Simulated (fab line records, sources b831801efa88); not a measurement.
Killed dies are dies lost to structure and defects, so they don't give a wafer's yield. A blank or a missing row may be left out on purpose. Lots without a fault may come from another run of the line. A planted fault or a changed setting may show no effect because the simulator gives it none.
fab line records | flow sky130
record lots=14 wafers=42 last_day=50
route steps=708 shown CONTACT@420 METAL1@438
lots that met no fault: from a run of the same line without faults
start_h: hours from the record's first day to the start of the lot's first wafer shown | wait_h: hours since the lot's step before | " the same as in the row above | L1.1+2: a row that stands for several wafers | - no value, or no start given | * or withheld: withheld | < > ~ a bound
route shown NAME@n: a module of which the file shows steps, and the number in the route of the first | usual: mean/standard deviation of fault-free wafers | same: alike in all rows | chamber/n: place in a boat | sites: the reading at each site | _std_site: their standard deviation | _edge_site: outer sites' mean less inner sites' | radius_mm: how far each site lies from the wafer's centre | mask NAME#n: copy n | behind: the tool/chamber that last shaped the wafer | hold: why the lot was held/for how many hours/how that ended | device: the transistor (n, p or np) that didn't switch | end of line: the same wafers' tests at the end of the route | a step without rows: its recipe alone | killed: dies lost to structure and defects at the first sort, not the wafer's yield | map: a wafer's dies, x killed, . not, _ none there
set.NAME: the setting as run; set.NAME@STEP: as run at that earlier step | model.NAME: the simulator's own value behind a step, which no gauge read
steps of the route over a sample of lots; a table a step, a row a wafer
services: from which hour (start_h, from the record's first day; less than 0 if before it) a tool's chamber was out of use, for how many hours, and why
## steps
# step SKY_CONTACT_CD_MEAS_14
# recipe target_cd_nm=170
# usual cd_nm=169.7/1.6
# columns lot.wafer tool chamber start_h wait_h cd_nm
L217.2 cd_sem-02 - 768.46 - 169.9
L217.3 " - " " 170.7
L217.6 " - " " 170.0
L218.3 cd_sem-02 - 774.76 - 171.0
L218.5 " - " " 168.5
L218.6 " - " " 168.9
L219.1 cd_sem-02 - 794.14 - 171.1
L219.2 " - " " 170.3
L219.6 " - " " 170.3
L220.1 cd_sem-01 - 800.09 - 171.2
L220.4 " - " " 170.4
L220.6 " - " " 170.2
L221.1 cd_sem-02 - 808.29 - 170.9
L221.3 " - " " 169.5
L221.5 " - " " 169.8
L222.1 cd_sem-02 - 810.07 - 170.1
L222.4 " - " " 173.1
L222.5 " - " " 170.3
L223.1 cd_sem-02 - 825.69 - 169.5
L223.2 " - " " 171.3
L223.5 " - " " 169.4
L224.1 cd_sem-01 - 827.72 - 168.4
L224.3 " - " " 167.2
L224.5 " - " " 168.3
L225.1 cd_sem-02 - 829.62 - 169.2
L225.4 " - " " 170.9
L225.6 " - " " 171.8
L226.3 cd_sem-02 - 835.73 - 170.8
L226.4 " - " " 169.9
L226.6 " - " " 169.1
L227.4 cd_sem-01 - 850.13 - 171.2
L227.5 " - " " 171.0
L227.6 " - " " 170.9
L230.3 cd_sem-01 - 858.16 - 169.5
L230.4 " - " " 169.3
L230.6 " - " " 169.5
L231.2 cd_sem-02 - 870.11 - 169.3
L231.3 " - " " 169.9
L231.5 " - " " 167.0
L234.1 cd_sem-02 - 887.54 - 171.6
L234.2 " - " " 170.9
L234.4 " - " " 170.9
# step SKY_METAL1_SPUTTER_04
# recipe material=TiN target_thk_nm=70 power_w=6500 time_s=58.3 chamber_pressure_pa=0.4
# usual cathode_dc_power_W=6499.9/1.2 chamber_pressure_pa=0.3999/0.00088 throttle_valve_pct=30.1/1.2
# columns lot.wafer tool chamber start_h wait_h cathode_dc_power_W chamber_pressure_pa throttle_valve_pct
L217.2 pvd_sputter-04 - 770.07 0.0 6498.7 0.3996 30.6
L217.3 " - " " 6500.9 0.4007 32.0
L217.6 " - " " 6497.0 0.4002 29.7
L218.3 pvd_sputter-01 - 776.39 0.0 6497.4 0.4010 28.3
L218.5 " - " " 6501.3 0.3992 30.0
L218.6 " - " " 6500.6 0.4006 28.0
L219.1 pvd_sputter-02 - 795.80 0.0 6499.1 0.3998 29.9
L219.2 " - " " 6497.2 0.3992 29.6
L219.6 " - " " 6500.0 0.3992 30.9
L220.1 pvd_sputter-04 - 801.75 0.0 6501.1 0.4004 30.5
L220.4 " - " " 6499.8 0.4003 32.5
L220.6 " - " " 6499.9 0.3990 29.4
L221.1 pvd_sputter-02 - 809.92 0.0 6500.0 0.4006 29.7
L221.3 " - " " 6498.8 0.3998 31.1
L221.5 " - " " 6500.9 0.4010 30.9
L222.1 pvd_sputter-04 - 811.71 0.0 6501.3 0.4004 31.5
L222.4 " - " " 6500.1 0.4000 29.6
L222.5 " - " " 6500.6 0.3996 31.5
L223.1 pvd_sputter-01 - 827.43 0.0 6501.5 0.3982 28.1
L223.2 " - " " 6499.5 0.3994 30.2
L223.5 " - " " 6500.3 0.4019 28.2
L224.1 pvd_sputter-01 - 829.45 0.0 6501.1 0.3995 28.5
L224.3 " - " " 6499.6 0.4003 30.2
L224.5 " - " " 6497.1 0.4008 30.4
L225.1 pvd_sputter-04 - 831.35 0.0 6503.0 0.3993 30.4
L225.4 " - " " 6498.8 0.3994 29.9
L225.6 " - " " 6499.4 0.4008 30.5
L226.3 pvd_sputter-02 - 837.53 0.0 6501.2 0.3976 30.6
L226.4 " - " " 6500.9 0.4008 29.7
L226.6 " - " " 6500.4 0.4010 30.1
L227.4 pvd_sputter-01 - 851.70 0.0 6499.3 0.3995 28.1
L227.5 " - " " 6500.5 0.4011 27.6
L227.6 " - " " 6498.5 0.3988 30.3
L230.3 pvd_sputter-04 - 859.78 0.0 - - -
L230.4 " - " " - - -
L230.6 " - " " - - -
L231.2 pvd_sputter-02 - 871.72 0.0 - - -
L231.3 " - " " - - -
L231.5 " - " " - - -
L234.1 pvd_sputter-04 - 889.23 0.0 6500.7 0.3978 32.6
L234.2 " - " " 6498.6 0.3997 29.5
L234.4 " - " " 6500.2 0.3990 31.8
# step SKY_METAL1_THK_MEAS_06
# recipe thk_meas_gauge=xrf reads=AlCu_of_METAL1_SPUTTER_02
# usual METAL1_ALCU_THK=251.1/3
# columns lot.wafer tool chamber start_h wait_h METAL1_ALCU_THK[nm]
L217.2 film_metro-04 - 770.24 0.1 249.1
L217.3 " - " " 250.9
L217.6 " - " " 250.4
L218.3 film_metro-04 - 776.58 0.1 249.8
L218.5 " - " " 253.0
L218.6 " - " " 251.4
L219.1 film_metro-01 - 795.97 0.1 250.8
L219.2 " - " " 248.8
L219.6 " - " " 251.7
L220.1 film_metro-01 - 801.92 0.1 252.6
L220.4 " - " " 254.7
L220.6 " - " " 251.7
L221.1 film_metro-03 - 810.09 0.1 256.0
L221.3 " - " " 252.9
L221.5 " - " " 250.4
L222.1 film_metro-01 - 811.87 0.1 252.8
L222.4 " - " " 249.2
L222.5 " - " " 250.8
L223.1 film_metro-04 - 827.59 0.1 249.7
L223.2 " - " " 250.7
L223.5 " - " " 247.7
L224.1 film_metro-04 - 829.62 0.1 251.2
L224.3 " - " " 254.6
L224.5 " - " " 251.9
L225.1 film_metro-04 - 831.52 0.1 250.4
L225.4 " - " " 249.6
L225.6 " - " " 249.7
L226.3 film_metro-03 - 837.72 0.1 253.4
L226.4 " - " " 258.6
L226.6 " - " " 257.3
L227.4 film_metro-01 - 851.90 0.1 243.5
L227.5 " - " " 246.5
L227.6 " - " " 248.8
L230.3 film_metro-01 - 859.97 0.1 286.0
L230.4 " - " " 287.3
L230.6 " - " " 287.4
L231.2 film_metro-01 - 871.89 0.1 287.0
L231.3 " - " " 290.0
L231.5 " - " " 286.7
L234.1 film_metro-01 - 889.39 0.1 251.7
L234.2 " - " " 251.0
L234.4 " - " " 252.3
# step SKY_METAL1_CD_MEAS_15
# recipe target_cd_nm=140
# usual cd_nm=140.1/1.3
# columns lot.wafer tool chamber start_h wait_h cd_nm
L217.2 cd_sem-01 - 797.56 - 140.3
L217.3 " - " " 140.3
L217.6 " - " " 140.1
L218.3 cd_sem-01 - 803.78 - 136.8
L218.5 " - " " 139.2
L218.6 " - " " 138.4
L219.1 cd_sem-01 - 823.04 - 140.0
L219.2 " - " " 140.0
L219.6 " - " " 139.2
L220.1 cd_sem-02 - 828.79 - 141.1
L220.4 " - " " 140.7
L220.6 " - " " 141.9
L221.1 cd_sem-01 - 835.74 - 141.0
L221.3 " - " " 141.3
L221.5 " - " " 141.9
L222.1 cd_sem-02 - 838.79 - 139.6
L222.4 " - " " 138.6
L222.5 " - " " 138.2
L223.1 cd_sem-01 - 855.16 - 138.6
L223.2 " - " " 139.8
L223.5 " - " " 140.1
L224.1 cd_sem-02 - 856.69 - 141.8
L224.3 " - " " 141.3
L224.5 " - " " 141.4
L225.1 cd_sem-02 - 858.99 - 139.7
L225.4 " - " " 139.5
L225.6 " - " " 139.4
L226.3 cd_sem-01 - 864.63 - 140.1
L226.4 " - " " 140.5
L226.6 " - " " 139.0
L227.4 cd_sem-02 - 878.75 - 140.6
L227.5 " - " " 141.5
L227.6 " - " " 139.4
L230.3 cd_sem-02 - 886.83 - 139.2
L230.4 " - " " 139.1
L230.6 " - " " 139.7
L231.2 cd_sem-02 - 897.31 - 137.8
L231.3 " - " " 138.6
L231.5 " - " " 139.0
L234.1 cd_sem-02 - 915.64 - 143.0
L234.2 " - " " 142.6
L234.4 " - " " 143.6
## services
# columns tool chamber start_h hours kind
pvd_sputter-01 - 767.14 3.9 repair
pvd_sputter-01 - 778.36 2.2 repair
pvd_sputter-01 - 786.03 4.2 repair
pvd_sputter-01 0 853.66 - consumable_replace:kit
pvd_sputter-01 0 853.66 18.0 scheduled_down
pvd_sputter-01 0 853.66 18.0 vent_cycle
pvd_sputter-01 - 884.99 2.0 repair
pvd_sputter-02 - 887.82 1.0 repair
## key
first_sign step=SKY_METAL1_SPUTTER_04 reading=tool_record direction=missing
effect step=SKY_METAL1_THK_MEAS_06 reading=METAL1_ALCU_THK direction=up sigmas=12 usual=251.1 struck=287.4
met_at SKY_METAL1_SPUTTER_04
struck_lots L230,L231
later_rows_left_out L230.3,L230.4,L230.6,L231.2,L231.3,L231.5
sort_left_out L230.3,L230.4,L230.6,L231.2,L231.3,L231.5
not_acting_at SKY_CONTACT_CD_MEAS_14,SKY_METAL1_CD_MEAS_15
onset_between 837.53 859.78
fault kind=skipped_step_whole tool=pvd_sputter-02,pvd_sputter-04 chamber=- onset_h=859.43 steps=SKY_METAL1_SPUTTER_04 scope=struck_lots_only
# sort_left_out: the simulated sort isn't trusted on such a fault, so these wafers' sort isn't shown, and their yield isn't known
# later_rows_left_out: the simulator's readings of these wafers behind a module that went badly wrong aren't trusted and aren't shown, but for the sort
